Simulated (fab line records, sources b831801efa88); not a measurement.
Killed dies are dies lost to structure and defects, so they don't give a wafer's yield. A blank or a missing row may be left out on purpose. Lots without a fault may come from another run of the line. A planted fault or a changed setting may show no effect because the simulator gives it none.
Problem report in the 8D (eight disciplines) form, filled by code | flow sky130 | the parts of the form that need people (team, actions taken, sign-off) are left out

1. THE PROBLEM
VT_ADJUST_NCORE_OVL at SKY_VT_ADJUST_NCORE_OVL_MEAS_08 reads a mean of -147.6 nm on 9 wafers of 3 lots; wafers without a fault read -0.2 nm with a standard deviation of 1.3. That is -99 or more standard deviations from the usual mean.
First seen on wafer L347.2, day 12 13:22, on overlay-01. The record holds 36 wafers of 12 lots with a number at this step. Rule for "out", or "out of limits": more than 4 standard deviations from the usual mean. The other wafers with a number count as sound.

2. WHAT IT IS AND WHAT IT IS NOT
question                    | is                     | is not
which readings at this step | VT_ADJUST_NCORE_OVL    | -
which lots                  | L347, L349, L351       | L333, L340, L341, L343, L344, L345, L350, L352, L356
which wafers of those lots  | all that have a number | -
read on which gauges        | overlay-01, overlay-02 | -
when                        | from day 12 13:22      | up to then (18 sound wafers); but 9 sound wafers of L350, L352, L356 came after

3. SUSPECTS, AND WHAT RULES EACH OUT
Counting: a tool at a process step up to the reading stays a suspect if it ran every lot that is out and no sound lot after the first of them.
- the gauge at SKY_VT_ADJUST_NCORE_OVL_MEAS_08: ruled out. The wafers that are out were read on 2 gauges (overlay-01, overlay-02).
- iline_stepper-01 at SKY_VT_ADJUST_NCORE_EXPOSE_04 (exposes mask LVTN COMPLEMENT THIN, target cd 380 nm): kept. It ran every lot that is out, first L347 (day 12 00:34), and no sound lot after that; its last sound lot up to then is L344 (day 11 07:32).
Left after counting: iline_stepper-01 at SKY_VT_ADJUST_NCORE_EXPOSE_04.

4. THE CAUSE (what the simulator had put in)
Scanner matching overlay: iline_stepper-01, from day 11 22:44 on, at SKY_VT_ADJUST_NCORE_EXPOSE_04. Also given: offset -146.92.
Counting left only this tool.

5. THE CHAIN OF EFFECTS, in route order
Each row: a reading whose mean over the struck wafers that have a number lies more than 3 standard deviations from the usual. Only readings for which the record gives a usual standard deviation are gone through. hours: the time from each lot's start at the first step in this table that gives one to its start at this step, as a median over the lots. sigmas: the change in usual standard deviations.
hours | step                            | reading             | usual   | on struck wafers | change | sigmas
0     | SKY_VT_ADJUST_NCORE_OVL_MEAS_08 | VT_ADJUST_NCORE_OVL | -0.2 nm | -147.6           | -147.4 | -99 or more
Later measuring or inspecting steps at which every struck wafer that the step has a row for has a number for every such reading, and none has moved that far: SKY_METAL1_RS_MEAS_05.

6. WHAT WOULD HAVE CAUGHT IT SOONER
In this record the first reading out of limits at a measuring or inspecting step was taken at day 12 13:22, 15 hours after the fault began at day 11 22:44.
Of the tool readings at SKY_VT_ADJUST_NCORE_EXPOSE_04 for which the record gives a usual standard deviation, none was out on any struck wafer, so an alarm limit of 4 standard deviations on them would not have fired.
Of the lots that are out (3), L349, L351 began SKY_VT_ADJUST_NCORE_EXPOSE_04 on iline_stepper-01 after day 12 13:22. A hold on the tool at that time would have spared those 2.
